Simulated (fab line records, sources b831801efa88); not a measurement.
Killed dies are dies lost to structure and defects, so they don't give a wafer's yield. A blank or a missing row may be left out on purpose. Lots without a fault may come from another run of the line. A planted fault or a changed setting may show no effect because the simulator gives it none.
Chamber matching | flow gf180mcu | GF_V4_ETCH_16 on rie_diel-01: 4 sister chambers
The step etches BARC in N2/H2. 8 wafers are shown with their chamber, then 11 later ones without.

WAFERS WITH THEIR CHAMBER
wafer  | chamber | drypump_motor_current_A (A) | oes_product_au (a.u.)
L078.4 | 2       | 6.5                         | 0.863
L079.2 | 1       | 5.8                         | 0.863
L079.4 | 2       | 6.5                         | 0.855
L079.5 | 3       | 6.3                         | 0.843
L080.2 | 1       | 5.7                         | 0.853
L080.3 | 0       | 5.6                         | 0.859
L080.5 | 3       | 6.3                         | 0.860
L089.1 | 0       | 5.6                         | 0.855

WAFERS WITHOUT THEIR CHAMBER
wafer  | drypump_motor_current_A (A) | oes_product_au (a.u.)
L089.3 | 6.6                         | 0.858
L089.6 | 6.3                         | 0.856
L091.2 | 5.6                         | 0.849
L091.4 | 5.8                         | 0.853
L091.5 | 5.6                         | 0.851
L095.1 | 5.6                         | 0.848
L095.3 | 5.7                         | 0.858
L095.4 | 6.5                         | 0.855
L096.1 | 6.3                         | 0.863
L096.3 | 6.5                         | 0.853
L096.6 | 5.8                         | 0.850

WHICH CHAMBER EACH WENT THROUGH
wafer  | from the rows above     | in truth
L089.3 | 2                       | 2
L089.6 | 3                       | 3
L091.2 | 0                       | 0
L091.4 | 1                       | 1
L091.5 | 0                       | 0
L095.1 | 0                       | 0
L095.3 | can't be placed: 1 or 0 | 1
L095.4 | 2                       | 2
L096.1 | 3                       | 3
L096.3 | 2                       | 2
L096.6 | 1                       | 1
Placed correctly: 10 of 11. Can't be placed from these rows: 1 (the true chamber is among the candidates in 1). Placed wrongly: 0.
How it was worked out, from the rows above alone: a wafer's distance from a chamber is the root of the sum, over the readings, of the square of ((its reading less the chamber's mean) divided by the reading's scatter). The wafer belongs to the nearest chamber; if the next one is less than 2 further off, it can't be placed. A chamber's mean is the mean of its shown wafers. The scatter: the root of (the sum of the squares of (reading less its chamber's mean) over the shown wafers, divided by (wafers less chambers)).
